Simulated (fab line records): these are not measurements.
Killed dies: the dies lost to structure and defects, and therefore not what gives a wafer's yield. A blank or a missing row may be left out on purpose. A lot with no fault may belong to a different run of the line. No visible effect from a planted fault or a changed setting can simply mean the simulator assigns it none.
fab line records -- flow gf180mcu -- part 1 of 2: steps 1 to 29 of 39
[record] lots = 5, wafers = 15, last-day = 32
route steps=602 shown SAB@271 SALICIDE@278 CONTACT@287
lots that met no fault: taken from a fault-free run of the same line
start-h: start of the lot's first displayed wafer, in hours after the record's first day -- wait-h: hours elapsed since this lot's preceding step -- " repeats the value in the row above -- L1.1+2: a single row standing in for several wafers -- - no value present, or no start provided -- * or withheld: withheld -- < > ~ a bound
route shown NAME@n: a module of which the file shows steps, and the number in the route of the first -- usual: mean and standard deviation over wafers with no fault -- same: alike in all rows -- chamber/n: place in a boat -- sites: each site's reading -- _std_site: standard deviation of those values -- _edge_site: the outer-site mean with the inner-site mean subtracted -- radius-mm: for every site, how far away it sits from the centre of the wafer -- mask NAME#n: copy n -- behind: the tool/chamber that last shaped the wafer -- hold: why the lot was held/for how many hours/how that ended -- device: which transistor (n, p or np) failed to switch -- end of line: tests of these same wafers at the route's end -- for a step that has no rows: nothing shown but its recipe -- killed: dies lost to structure and defects at the first sort, not the wafer's yield -- map: the dies of a wafer, with x for killed, . for not killed, _ for no die there
set.NAME: the run value of the setting; set.NAME@STEP: its run value at that earlier step -- model.NAME: the simulator's own value behind a step, which no gauge read
a table for each step, a row for each wafer; lots at some steps of the route
services: a tool's chamber out of use, with start hour (start-h, from the record's first day; less than 0 if before it), hours out, and reason
[[steps]]
[step GF_SAB_PEB_07]
[recipe] temp-c = withheld, time-s = *, resist = NOVOLAK
lot.wafer,tool,chamber,start-h,wait-h
L074.3+4+6,litho-track-02,0,-,-
L077.1+2+4,litho-track-04,0,-,-
L078.2+3+4,litho-track-03,0,-,-
L082.1+2+5,litho-track-02,0,-,-
L087.1+3+6,litho-track-03,0,-,-
[step GF_SAB_DEVELOP_08]
[recipe] develop-time-s = 60, dev-temp-c = 23
lot.wafer,tool,chamber,start-h,wait-h
L074.3+4+6,litho-track-02,0,339.31,0.1
L077.1+2+4,litho-track-04,0,362.56,0.1
L078.2+3+4,litho-track-03,0,375.55,0.1
L082.1+2+5,litho-track-02,0,408.41,0.1
L087.1+3+6,litho-track-03,0,452.88,0.1
[step GF_SAB_CD_MEAS_09]
[recipe] target-cd-nm = 420
[usual] cd-nm = 420.8/2.6
lot.wafer,tool,chamber,start-h,wait-h,cd-nm
L074.3,cd-sem-02,-,339.45,0.1,421.2
L074.4,cd-sem-02,-,339.45,0.1,422.3
L074.6,cd-sem-02,-,339.45,0.1,421.1
L077.1,cd-sem-02,-,362.71,0.1,419.2
L077.2,cd-sem-02,-,362.71,0.1,418.3
L077.4,cd-sem-02,-,362.71,0.1,419.6
L078.2,cd-sem-02,-,375.70,0.1,421.6
L078.3,cd-sem-02,-,375.70,0.1,420.8
L078.4,cd-sem-02,-,375.70,0.1,422.0
L082.1,cd-sem-02,-,408.56,0.1,426.5
L082.2,cd-sem-02,-,408.56,0.1,423.8
L082.5,cd-sem-02,-,408.56,0.1,422.4
L087.1,cd-sem-01,-,453.03,0.1,424.1
L087.3,cd-sem-01,-,453.03,0.1,421.9
L087.6,cd-sem-01,-,453.03,0.1,422.9
[step GF_SAB_OVL_MEAS_10]
[usual] SAB_OVL = 1.7/1.4
lot.wafer,tool,chamber,start-h,wait-h,SAB_OVL[nm]
L074.3,overlay-01,-,339.54,0.1,2.7
L074.4,overlay-01,-,339.54,0.1,1.3
L074.6,overlay-01,-,339.54,0.1,1.1
L077.1,overlay-01,-,362.83,0.1,2.9
L077.2,overlay-01,-,362.83,0.1,2.4
L077.4,overlay-01,-,362.83,0.1,2.8
L078.2,overlay-01,-,375.80,0.1,0.9
L078.3,overlay-01,-,375.80,0.1,0.3
L078.4,overlay-01,-,375.80,0.1,1.2
L082.1,overlay-02,-,408.68,0.1,2.1
L082.2,overlay-02,-,408.68,0.1,0.3
L082.5,overlay-02,-,408.68,0.1,1.9
L087.1,overlay-01,-,453.15,0.1,1.2
L087.3,overlay-01,-,453.15,0.1,0.9
L087.6,overlay-01,-,453.15,0.1,-0.5
[step GF_SAB_ETCH_11]
[recipe] chemistry = C4F8/O2/Ar, mask-material = NOVOLAK, target = SiO2, target-depth-nm = 55, source-w = 1500, bias-w = 1200, pressure-mtorr = 40, c4f8-flow-sccm = withheld, O2_flow_sccm = 6, Ar_flow_sccm = 300, time-s = 8.5
[usual] bias-w = 1200/3.2, oes-product-au = 0.999/0.011
lot.wafer,tool,chamber,start-h,wait-h,bias-w,oes-product-au,rf-hours-counter-h
L074.3,rie-diel-03,0,339.57,0.0,1196,0.988,76
L074.4,rie-diel-03,1,339.57,0.0,1209,1.003,16
L074.6,rie-diel-03,1,339.57,0.0,1200,1.005,-
L077.1,rie-diel-03,0,362.86,0.0,1199,0.982,77
L077.2,rie-diel-03,1,362.86,0.0,1202,1.002,17
L077.4,rie-diel-03,2,362.86,0.0,1196,1.002,-
L078.2,rie-diel-02,1,375.83,0.0,1193,0.990,8
L078.3,rie-diel-02,2,375.83,0.0,1201,0.989,3
L078.4,rie-diel-02,3,375.83,0.0,1199,0.996,48
L082.1,rie-diel-01,1,408.72,0.0,1202,0.996,3
L082.2,rie-diel-01,2,408.72,0.0,1195,1.007,10
L082.5,rie-diel-01,1,408.72,0.0,1200,1.001,-
L087.1,rie-diel-01,0,453.18,0.0,1197,1.019,8
L087.3,rie-diel-01,1,453.18,0.0,1204,1.011,4
L087.6,rie-diel-01,2,453.18,0.0,1201,1.004,-
[step GF_SAB_WET_ETCH_12]
[recipe] chemistry = dHF, target-depth-nm = 22, dry = n2-spin, target = SiO2, temp-c = 25, dilution = 100:1, time-s = 440
lot.wafer,tool,chamber,start-h,wait-h
L074.3+4+6,wet-bench-02,2,339.59,0.0
L077.1+2+4,wet-bench-02,1,362.89,0.0
L078.2+3+4,wet-bench-02,1,375.85,0.0
L082.1+2+5,wet-bench-02,3,408.74,0.0
L087.1+3+6,wet-bench-04,1,453.20,0.0
[step GF_SAB_STRIP_13]
[recipe] chemistry = O2/N2, power-w = 1400, pressure-mtorr = 1500, platen-temp-c = 250, o2-flow-sccm = 3000, n2-flow-sccm = 300, overash-fraction = 0.5
[usual] drypump-motor-current-A = 5.56/0.29, heater-power-w = 352/26, oes-product-au = 0.709/0.0048, strip-time-to-endpoint-s = 12.61/0.031
lot.wafer,tool,chamber,start-h,wait-h,drypump-motor-current-A,heater-power-w,oes-product-au,rf-hours-counter-h,strip-time-to-endpoint-s
L074.3,plasma-asher-03,0,339.75,0.0,5.86,339,0.706,-,12.64
L074.4,plasma-asher-03,1,339.75,0.0,5.27,334,0.707,-,12.60
L074.6,plasma-asher-03,1,339.75,0.0,5.25,316,0.709,-,12.58
L077.1,plasma-asher-03,0,363.03,0.0,5.84,346,0.712,55,12.61
L077.2,plasma-asher-03,1,363.03,0.0,5.26,329,0.718,55,12.56
L077.4,plasma-asher-03,1,363.03,0.0,5.28,324,0.698,-,12.57
L078.2,plasma-asher-01,0,375.98,0.0,5.89,386,0.708,74,12.57
L078.3,plasma-asher-01,0,375.98,0.0,5.86,395,0.710,-,12.60
L078.4,plasma-asher-01,1,375.98,0.0,5.53,384,0.709,-,12.61
L082.1,plasma-asher-01,0,408.87,0.0,5.86,385,0.707,78,12.63
L082.2,plasma-asher-01,1,408.87,0.0,5.54,366,0.721,78,12.59
L082.5,plasma-asher-01,1,408.87,0.0,5.54,370,0.706,-,12.62
L087.1,plasma-asher-02,1,453.46,0.0,5.01,316,0.709,35,12.58
L087.3,plasma-asher-02,0,453.46,0.0,5.58,355,0.707,-,12.63
L087.6,plasma-asher-02,1,453.46,0.0,5.02,306,0.711,-,12.67
[step GF_SALICIDE_CLEAN_00]
[recipe] chemistry = SC1/SC2, mix = 1:4:20, temp-c = 70, time-s = 150
lot.wafer,tool,chamber,start-h,wait-h
L074.3+4+6,wet-bench-03,0,339.82,0.0
L077.1+2+4,wet-bench-04,0,363.13,0.1
L078.2+3+4,wet-bench-03,2,376.08,0.1
L082.1+2+5,wet-bench-04,2,408.97,0.1
L087.1+3+6,wet-bench-04,1,453.56,0.1
[step GF_SALICIDE_WET_ETCH_01]
[recipe] chemistry = dHF, target-depth-nm = 5, dry = ipa-marangoni, target = SiO2, temp-c = 25, dilution = 100:1, time-s = 100
lot.wafer,tool,chamber,start-h,wait-h
L074.3+4+6,wet-bench-04,0,339.87,0.0
L077.1+2+4,wet-bench-03,2,363.18,0.0
L078.2+3+4,wet-bench-04,1,376.13,0.0
L082.1+2+5,wet-bench-02,1,409.02,0.0
L087.1+3+6,wet-bench-02,3,453.66,0.0
[step GF_SALICIDE_SPUTTER_02]
[recipe] material = Co, target-thk-nm = 10, power-w = 1000, time-s = 20, chamber-pressure-pa = 0.4
[usual] cathode-dc-power-W = 999.99/0.17, throttle-valve-pct = 29.6/1.1
lot.wafer,tool,chamber,start-h,wait-h,cathode-dc-power-W,throttle-valve-pct
L074.3,pvd-sputter-03,-,339.91,0.0,999.98,28.2
L074.4,pvd-sputter-03,-,339.91,0.0,1000.1,29.7
L074.6,pvd-sputter-03,-,339.91,0.0,999.98,30.1
L077.1,pvd-sputter-01,-,363.22,0.0,999.96,28.6
L077.2,pvd-sputter-01,-,363.22,0.0,999.95,30.3
L077.4,pvd-sputter-01,-,363.22,0.0,1000.4,28.5
L078.2,pvd-sputter-03,-,376.17,0.0,999.82,31.3
L078.3,pvd-sputter-03,-,376.17,0.0,999.96,28.0
L078.4,pvd-sputter-03,-,376.17,0.0,999.99,29.4
L082.1,pvd-sputter-01,-,409.05,0.0,1000.1,28.6
L082.2,pvd-sputter-01,-,409.05,0.0,1000.4,30.7
L082.5,pvd-sputter-01,-,409.05,0.0,999.92,27.8
L087.1,pvd-sputter-04,-,453.71,0.0,999.88,29.9
L087.3,pvd-sputter-04,-,453.71,0.0,1000.1,30.9
L087.6,pvd-sputter-04,-,453.71,0.0,1000.3,30.8
[step GF_SALICIDE_SPUTTER_03]
[recipe] material = TiN, target-thk-nm = 20, power-w = 6500, time-s = 16.7, chamber-pressure-pa = 0.4
[usual] cathode-dc-power-W = 6500.2/1.1, throttle-valve-pct = 29.7/1.1
lot.wafer,tool,chamber,start-h,wait-h,cathode-dc-power-W,throttle-valve-pct
L074.3,pvd-sputter-03,-,339.94,0.0,6499.4,28.2
L074.4,pvd-sputter-03,-,339.94,0.0,6501.3,29.5
L074.6,pvd-sputter-03,-,339.94,0.0,6499.0,30.1
L077.1,pvd-sputter-01,-,363.25,0.0,6499.9,28.7
L077.2,pvd-sputter-01,-,363.25,0.0,6500.5,30.4
L077.4,pvd-sputter-01,-,363.25,0.0,6499.9,28.5
L078.2,pvd-sputter-03,-,376.20,0.0,6499.9,31.3
L078.3,pvd-sputter-03,-,376.20,0.0,6500.0,28.2
L078.4,pvd-sputter-03,-,376.20,0.0,6499.8,29.8
L082.1,pvd-sputter-01,-,409.08,0.0,6500.1,28.8
L082.2,pvd-sputter-01,-,409.08,0.0,6501.7,30.6
L082.5,pvd-sputter-01,-,409.08,0.0,6500.1,27.6
L087.1,pvd-sputter-04,-,453.73,0.0,6501.2,29.8
L087.3,pvd-sputter-04,-,453.73,0.0,6501.2,30.6
L087.6,pvd-sputter-04,-,453.73,0.0,6500.7,30.4
[step GF_SALICIDE_RS_MEAS_04]
[recipe] thk-meas-gauge = four-point-probe, reads = TiN_of_SALICIDE_SPUTTER_03+Co_of_SALICIDE_SPUTTER_02
[usual] SALICIDE_TIN_RS = 16.4/0.34
lot.wafer,tool,chamber,start-h,wait-h,SALICIDE_TIN_RS[ohm/sq]
L074.3,film-metro-01,-,340.00,0.1,16.0
L074.4,film-metro-01,-,340.00,0.1,15.9
L074.6,film-metro-01,-,340.00,0.1,15.9
L077.1,film-metro-01,-,363.27,0.0,16.7
L077.2,film-metro-01,-,363.27,0.0,16.1
L077.4,film-metro-01,-,363.27,0.0,16.7
L078.2,film-metro-02,-,376.24,0.0,16.4
L078.3,film-metro-02,-,376.24,0.0,16.5
L078.4,film-metro-02,-,376.24,0.0,16.1
L082.1,film-metro-01,-,409.11,0.0,15.6
L082.2,film-metro-01,-,409.11,0.0,15.5
L082.5,film-metro-01,-,409.11,0.0,15.9
L087.1,film-metro-03,-,453.76,0.0,16.5
L087.3,film-metro-03,-,453.76,0.0,17.0
L087.6,film-metro-03,-,453.76,0.0,16.7
[step GF_SALICIDE_THK_MEAS_05]
[recipe] thk-meas-gauge = xrf, reads = TiN_of_SALICIDE_SPUTTER_03
[usual] SALICIDE_TIN_THK = 20.14/0.28
lot.wafer,tool,chamber,start-h,wait-h,SALICIDE_TIN_THK[nm]
L074.3,film-metro-01,-,340.10,0.1,20.32
L074.4,film-metro-01,-,340.10,0.1,20.56
L074.6,film-metro-01,-,340.10,0.1,20.29
L077.1,film-metro-01,-,363.39,0.1,19.90
L077.2,film-metro-01,-,363.39,0.1,20.37
L077.4,film-metro-01,-,363.39,0.1,19.86
L078.2,film-metro-02,-,376.35,0.1,20.18
L078.3,film-metro-02,-,376.35,0.1,20.05
L078.4,film-metro-02,-,376.35,0.1,20.46
L082.1,film-metro-01,-,409.23,0.1,20.23
L082.2,film-metro-01,-,409.23,0.1,20.28
L082.5,film-metro-01,-,409.23,0.1,20.35
L087.1,film-metro-03,-,453.88,0.1,19.95
L087.3,film-metro-03,-,453.88,0.1,19.82
L087.6,film-metro-03,-,453.88,0.1,19.97
[step GF_SALICIDE_RTA_06]
[recipe] temp-c = 530, time-s = 30, ambient = N2
[usual] lamp-power-pct = 6.42/0.25, wafer_temp_C_max = 532.2/0.54
lot.wafer,tool,chamber,start-h,wait-h,lamp-power-pct,wafer_temp_C_max
L074.3,rtp-anneal-02,0,340.18,0.1,6.69,532.0
L074.4,rtp-anneal-02,0,340.18,0.1,6.67,531.7
L074.6,rtp-anneal-02,0,340.18,0.1,6.68,531.9
L077.1,rtp-anneal-02,0,363.45,0.1,6.68,532.1
L077.2,rtp-anneal-02,0,363.45,0.1,6.69,531.8
L077.4,rtp-anneal-02,0,363.45,0.1,6.70,531.5
L078.2,rtp-anneal-01,0,376.42,0.1,6.18,532.3
L078.3,rtp-anneal-01,0,376.42,0.1,6.19,532.1
L078.4,rtp-anneal-01,0,376.42,0.1,6.19,532.4
L082.1,rtp-anneal-01,0,409.29,0.1,6.20,532.6
L082.2,rtp-anneal-01,0,409.29,0.1,6.19,532.2
L082.5,rtp-anneal-01,0,409.29,0.1,6.19,532.3
L087.1,rtp-anneal-01,0,453.94,0.1,6.19,532.5
L087.3,rtp-anneal-01,0,453.94,0.1,6.20,533.6
L087.6,rtp-anneal-01,0,453.94,0.1,6.18,532.4
[step GF_SALICIDE_WET_ETCH_07]
[recipe] chemistry = SPM, target-depth-nm = 120, dry = n2-spin
lot.wafer,tool,chamber,start-h,wait-h
L074.3+4+6,wet-bench-02,1,340.24,0.1
L077.1+2+4,wet-bench-02,3,363.55,0.1
L078.2+3+4,wet-bench-02,3,376.50,0.1
L082.1+2+5,wet-bench-03,0,409.39,0.1
L087.1+3+6,wet-bench-04,1,454.04,0.1
[step GF_SALICIDE_RTA_08]
[recipe] temp-c = 800, time-s = 30, ambient = N2
[usual] lamp-power-pct = 17.9/0.7, wafer_temp_C_max = 803.3/0.72
lot.wafer,tool,chamber,start-h,wait-h,lamp-power-pct,wafer_temp_C_max
L074.3,rtp-anneal-01,0,340.37,0.0,17.2,803.8
L074.4,rtp-anneal-01,0,340.37,0.0,17.2,802.7
L074.6,rtp-anneal-01,0,340.37,0.0,17.2,804.0
L077.1,rtp-anneal-01,0,363.65,0.0,17.2,803.2
L077.2,rtp-anneal-01,0,363.65,0.0,17.2,804.4
L077.4,rtp-anneal-01,0,363.65,0.0,17.2,803.7
L078.2,rtp-anneal-02,0,376.61,0.0,18.6,803.4
L078.3,rtp-anneal-02,0,376.61,0.0,18.6,803.9
L078.4,rtp-anneal-02,0,376.61,0.0,18.6,804.1
L082.1,rtp-anneal-02,0,409.48,0.0,18.6,803.1
L082.2,rtp-anneal-02,0,409.48,0.0,18.6,803.2
L082.5,rtp-anneal-02,0,409.48,0.0,18.6,803.4
L087.1,rtp-anneal-02,0,454.22,0.0,18.6,802.9
L087.3,rtp-anneal-02,0,454.22,0.0,18.5,803.3
L087.6,rtp-anneal-02,0,454.22,0.0,18.6,802.8
[step GF_CONTACT_CVD_00]
[recipe] material = SiO2, target-thk-nm = 300, sigma-open-frac = 0.3, temp-c = 400, time-s = 50, sih4-flow-sccm = 60, pressure-mtorr = 6
lot.wafer,tool,chamber,start-h,wait-h
L074.3+4+6,hdpcvd-01,"0,1,2",340.44,0.1
L077.1+2+4,hdpcvd-02,"0,2,1",363.75,0.1
L078.2+3+4,hdpcvd-01,"2,1,0",376.70,0.1
L082.1+2+5,hdpcvd-02,"2,0,0",409.58,0.1
L087.1+3+6,hdpcvd-02,"0,1,0",454.32,0.1
[step GF_CONTACT_THK_MEAS_01]
[recipe] reads = SiO2_of_CONTACT_CVD_00
[usual] CONTACT_CVD_00_THK = 301/3.3
lot.wafer,tool,chamber,start-h,wait-h,CONTACT_CVD_00_THK[nm]
L074.3,film-metro-01,-,340.50,0.0,306
L074.4,film-metro-01,-,340.50,0.0,302
L074.6,film-metro-01,-,340.50,0.0,305
L077.1,film-metro-01,-,363.80,0.0,302
L077.2,film-metro-01,-,363.80,0.0,304
L077.4,film-metro-01,-,363.80,0.0,302
L078.2,film-metro-04,-,376.75,0.0,302
L078.3,film-metro-04,-,376.75,0.0,304
L078.4,film-metro-04,-,376.75,0.0,307
L082.1,film-metro-04,-,409.62,0.0,302
L082.2,film-metro-04,-,409.62,0.0,299
L082.5,film-metro-04,-,409.62,0.0,300
L087.1,film-metro-01,-,454.37,0.0,301
L087.3,film-metro-01,-,454.37,0.0,303
L087.6,film-metro-01,-,454.37,0.0,296
[step GF_CONTACT_CVD_02]
[recipe] material = SiO2, target-thk-nm = 860, precursor = TEOS, temp-c = 400, time-s = 95.992, rf-w = 600
[usual] heater-power-w = 597/70
lot.wafer,tool,chamber,start-h,wait-h,heater-power-w
L074.3,pecvd-03,0,340.54,0.0,602
L074.4,pecvd-03,2,340.54,0.0,657
L074.6,pecvd-03,1,340.54,0.0,591
L077.1,pecvd-04,2,363.86,0.1,681
L077.2,pecvd-04,1,363.86,0.1,682
L077.4,pecvd-04,2,363.86,0.1,546
L078.2,pecvd-04,1,376.80,0.0,602
L078.3,pecvd-04,0,376.80,0.0,575
L078.4,pecvd-04,1,376.80,0.0,650
L082.1,pecvd-04,1,409.68,0.1,657
L082.2,pecvd-04,0,409.68,0.1,552
L082.5,pecvd-04,2,409.68,0.1,687
L087.1,pecvd-01,0,454.43,0.1,672
L087.3,pecvd-01,2,454.43,0.1,442
L087.6,pecvd-01,2,454.43,0.1,467
[step GF_CONTACT_THK_MEAS_03]
[recipe] reads = SiO2_of_CONTACT_CVD_02
[usual] CONTACT_CVD_02_THK = 859/10
lot.wafer,tool,chamber,start-h,wait-h,CONTACT_CVD_02_THK[nm]
L074.3,film-metro-02,-,340.63,0.1,851
L074.4,film-metro-02,-,340.63,0.1,871
L074.6,film-metro-02,-,340.63,0.1,874
L077.1,film-metro-01,-,363.93,0.0,843
L077.2,film-metro-01,-,363.93,0.0,850
L077.4,film-metro-01,-,363.93,0.0,857
L078.2,film-metro-02,-,376.88,0.0,847
L078.3,film-metro-02,-,376.88,0.0,842
L078.4,film-metro-02,-,376.88,0.0,857
L082.1,film-metro-01,-,409.75,0.0,871
L082.2,film-metro-01,-,409.75,0.0,854
L082.5,film-metro-01,-,409.75,0.0,869
L087.1,film-metro-04,-,454.50,0.0,863
L087.3,film-metro-04,-,454.50,0.0,854
L087.6,film-metro-04,-,454.50,0.0,874
[step GF_CONTACT_CMP_04]
[recipe] material = SiO2, down-force-psi = 4, platen-rpm = 60, pad-velocity-m-s = 0.94248
[usual] motor-current-A = 12.5/0.85, slurry-flow-ml-min = 150.0/0.43, time-to-endpoint-s = 109/6.2
lot.wafer,tool,chamber,start-h,wait-h,motor-current-A,slurry-flow-ml-min,time-to-endpoint-s
L074.4,cmp-02,3,340.72,0.1,13.5,149.8,120
L074.3,cmp-02,1,340.72,0.1,12.6,149.5,108
L074.6,cmp-02,2,340.72,0.1,12.0,149.4,119
L077.1,cmp-02,3,363.99,0.1,13.3,149.7,110
L077.4,cmp-02,0,363.99,0.1,12.1,150.1,116
L077.2,cmp-02,1,363.99,0.1,13.5,149.8,109
L078.3,cmp-01,1,376.93,0.0,11.3,149.7,97
L078.2,cmp-01,2,376.93,0.0,13.5,150.2,101
L078.4,cmp-01,3,376.93,0.0,11.2,150.3,107
L082.1,cmp-01,2,409.91,0.1,13.1,149.7,114
L082.2,cmp-01,3,409.91,0.1,12.8,150.3,102
L082.5,cmp-01,0,409.91,0.1,12.4,150.5,111
L087.3,cmp-02,0,454.66,0.1,12.0,150.7,105
L087.1,cmp-02,1,454.66,0.1,12.7,150.7,106
L087.6,cmp-02,3,454.66,0.1,13.7,151.1,113
[step GF_CONTACT_BOW_MEAS_05]
[recipe] mode = bow
[usual] CONTACT_BOW = 65/7.3
lot.wafer,tool,chamber,start-h,wait-h,CONTACT_BOW[um]
L074.3,film-metro-01,-,341.01,0.1,67
L074.4,film-metro-01,-,341.01,0.1,62
L074.6,film-metro-01,-,341.01,0.1,55
L077.1,film-metro-01,-,364.29,0.2,52
L077.2,film-metro-01,-,364.29,0.2,66
L077.4,film-metro-01,-,364.29,0.2,61
L078.2,film-metro-02,-,377.25,0.2,66
L078.3,film-metro-02,-,377.25,0.2,61
L078.4,film-metro-02,-,377.25,0.2,65
L082.1,film-metro-02,-,410.11,0.1,72
L082.2,film-metro-02,-,410.11,0.1,75
L082.5,film-metro-02,-,410.11,0.1,68
L087.1,film-metro-01,-,454.86,0.1,69
L087.3,film-metro-01,-,454.86,0.1,63
L087.6,film-metro-01,-,454.86,0.1,81
[step GF_CONTACT_DEHYDRATE_06]
[recipe] temp-c = 200, time-s = 60
[usual] heater-power-total-W = 160.37/0.12
lot.wafer,tool,chamber,start-h,wait-h,heater-power-total-W
L074.3,litho-track-01,0,351.14,10.1,160.54
L074.4,litho-track-01,0,351.14,10.1,160.41
L074.6,litho-track-01,0,351.14,10.1,160.53
L077.1,litho-track-01,0,375.29,11.0,160.45
L077.2,litho-track-01,0,375.29,11.0,160.30
L077.4,litho-track-01,0,375.29,11.0,160.33
L078.2,litho-track-02,0,387.79,10.5,160.46
L078.3,litho-track-02,0,387.79,10.5,160.22
L078.4,litho-track-02,0,387.79,10.5,160.31
L082.1,litho-track-02,0,421.41,11.3,160.62
L082.2,litho-track-02,0,421.41,11.3,160.49
L082.5,litho-track-02,0,421.41,11.3,160.19
L087.1,litho-track-01,0,466.54,11.7,160.45
L087.3,litho-track-01,0,466.54,11.7,160.26
L087.6,litho-track-01,0,466.54,11.7,160.28
[step GF_CONTACT_HMDS_07]
[recipe] prime-time-s = 60, prime-temp-c = 120
[usual] prime-temp-c = 119.99/0.13
[same] prime-time-s = 60
lot.wafer,tool,chamber,start-h,wait-h,prime-temp-c
L074.3,litho-track-01,0,351.29,0.1,120.05
L074.4,litho-track-01,0,351.29,0.1,120.17
L074.6,litho-track-01,0,351.29,0.1,119.97
L077.1,litho-track-01,0,375.44,0.1,119.91
L077.2,litho-track-01,0,375.44,0.1,119.89
L077.4,litho-track-01,0,375.44,0.1,119.96
L078.2,litho-track-02,0,387.94,0.1,119.97
L078.3,litho-track-02,0,387.94,0.1,119.89
L078.4,litho-track-02,0,387.94,0.1,119.99
L082.1,litho-track-02,0,421.56,0.1,119.82
L082.2,litho-track-02,0,421.56,0.1,119.91
L082.5,litho-track-02,0,421.56,0.1,119.88
L087.1,litho-track-01,0,466.69,0.1,119.94
L087.3,litho-track-01,0,466.69,0.1,120.24
L087.6,litho-track-01,0,466.69,0.1,120.02
[step GF_CONTACT_COAT_08]
[recipe] resist = BARC, temp-c = withheld, time-s = withheld, spin-rpm = withheld, resist-thk-nm = withheld
lot.wafer,tool,chamber,start-h,wait-h
L074.3+4+6,litho-track-01,0,351.44,0.1
L077.1+2+4,litho-track-01,0,375.59,0.1
L078.2+3+4,litho-track-02,0,388.09,0.1
L082.1+2+5,litho-track-02,0,421.71,0.1
L087.1+3+6,litho-track-01,0,466.84,0.1
[step GF_CONTACT_COAT_09]
[recipe] resist = KrF, spin-rpm = withheld, resist-thk-nm = 1000
lot.wafer,tool,chamber,start-h,wait-h
L074.3+4+6,litho-track-01,0,-,-
L077.1+2+4,litho-track-01,0,-,-
L078.2+3+4,litho-track-02,0,-,-
L082.1+2+5,litho-track-02,0,-,-
L087.1+3+6,litho-track-01,0,-,-
[step GF_CONTACT_SOFTBAKE_10]
[recipe] temp-c = 130, time-s = 60, resist = KrF
[usual] heater-power-total-W = 93.05/0.058
lot.wafer,tool,chamber,start-h,wait-h,heater-power-total-W
L074.3,litho-track-01,0,-,-,92.97
L074.4,litho-track-01,0,-,-,93.01
L074.6,litho-track-01,0,-,-,93.06
L077.1,litho-track-01,0,-,-,93.03
L077.2,litho-track-01,0,-,-,93.01
L077.4,litho-track-01,0,-,-,93.08
L078.2,litho-track-02,0,-,-,92.99
L078.3,litho-track-02,0,-,-,92.96
L078.4,litho-track-02,0,-,-,93.05
L082.1,litho-track-02,0,-,-,93.07
L082.2,litho-track-02,0,-,-,93.04
L082.5,litho-track-02,0,-,-,93.08
L087.1,litho-track-01,0,-,-,93.08
L087.3,litho-track-01,0,-,-,93.00
L087.6,litho-track-01,0,-,-,92.93
[step GF_CONTACT_EXPOSE_11]
[recipe] mask-id = Contact, target-cd-nm = 220, na = 0.68, source-shape = conventional, sigma-outer = 0.6, dose-mj = 38
[same] sigma-outer = 0.6
lot.wafer,tool,chamber,start-h,wait-h,mask
L074.3+4+6,krf-scanner-01,0,-,-,Contact#0
L077.1+2+4,krf-scanner-01,0,-,-,Contact#0
L078.2+3+4,krf-scanner-01,0,-,-,Contact#0
L082.1+2+5,krf-scanner-01,0,-,-,Contact#0
L087.1+3+6,krf-scanner-02,0,-,-,Contact#0
[step GF_CONTACT_PEB_12]
[recipe] peb-temp-c = 135, peb-time-s = 90, resist = KrF
[usual] heater-power-total-W = 85.70/0.08
[same] peb-time-s = 90
lot.wafer,tool,chamber,start-h,wait-h,heater-power-total-W
L074.3,litho-track-02,0,-,-,85.76
L074.4,litho-track-02,0,-,-,85.66
L074.6,litho-track-02,0,-,-,85.70
L077.1,litho-track-01,0,-,-,85.74
L077.2,litho-track-01,0,-,-,85.76
L077.4,litho-track-01,0,-,-,85.65
L078.2,litho-track-02,0,-,-,85.76
L078.3,litho-track-02,0,-,-,85.80
L078.4,litho-track-02,0,-,-,85.78
L082.1,litho-track-04,0,-,-,85.81
L082.2,litho-track-04,0,-,-,85.80
L082.5,litho-track-04,0,-,-,85.80
L087.1,litho-track-01,0,-,-,85.67
L087.3,litho-track-01,0,-,-,85.80
L087.6,litho-track-01,0,-,-,85.81
